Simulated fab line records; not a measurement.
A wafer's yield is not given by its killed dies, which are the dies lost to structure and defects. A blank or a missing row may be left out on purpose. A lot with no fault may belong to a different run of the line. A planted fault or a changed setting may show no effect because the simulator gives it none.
Chamber matching    flow sky130    SKY_CAPM_CVD_00 on pecvd-01: 3 sister chambers
The step deposits SiO2, target thk 15.5 nm. 6 wafers are shown with their chamber, then 9 later ones without.

== WAFERS WITH THEIR CHAMBER ==
wafer   chamber  heater power w (W)
L083.2  1        622
L085.1  2        755
L085.4  0        652
L089.1  2        835
L089.2  1        627
L089.4  0        734

== WAFERS MISSING THEIR CHAMBER ==
wafer   heater power w (W)
L087.1  714
L087.3  649
L087.6  715
L094.1  818
L094.2  631
L094.5  608
L096.2  651
L096.4  773
L096.5  641

== CHAMBER TAKEN BY EACH ==
wafer   from the rows above           in truth
L087.1  can't be placed: 0 or 2 or 1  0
L087.3  can't be placed: 1 or 0       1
L087.6  can't be placed: 0 or 2 or 1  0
L094.1  2                             2
L094.2  can't be placed: 1 or 0       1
L094.5  can't be placed: 1 or 0       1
L096.2  can't be placed: 1 or 0       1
L096.4  can't be placed: 2 or 0       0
L096.5  can't be placed: 1 or 0       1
Correct placement for 1 of the 9. Not placeable from these rows: 8 (in 8, the candidates include the true chamber). Wrongly placed: 0.
How it was worked out, from the rows above alone: a wafer's distance from a chamber is the root of the sum, over the readings, of the square of ((its reading less the chamber's mean) divided by the reading's scatter). The wafer belongs to the nearest chamber; if the next one is less than 2 further off, it can't be placed. The mean given for a chamber averages the wafers shown for that chamber. How the scatter is found: for the shown wafers, subtract from each reading the mean of its chamber, square and add these, divide the total by (wafers less chambers), then take the root.
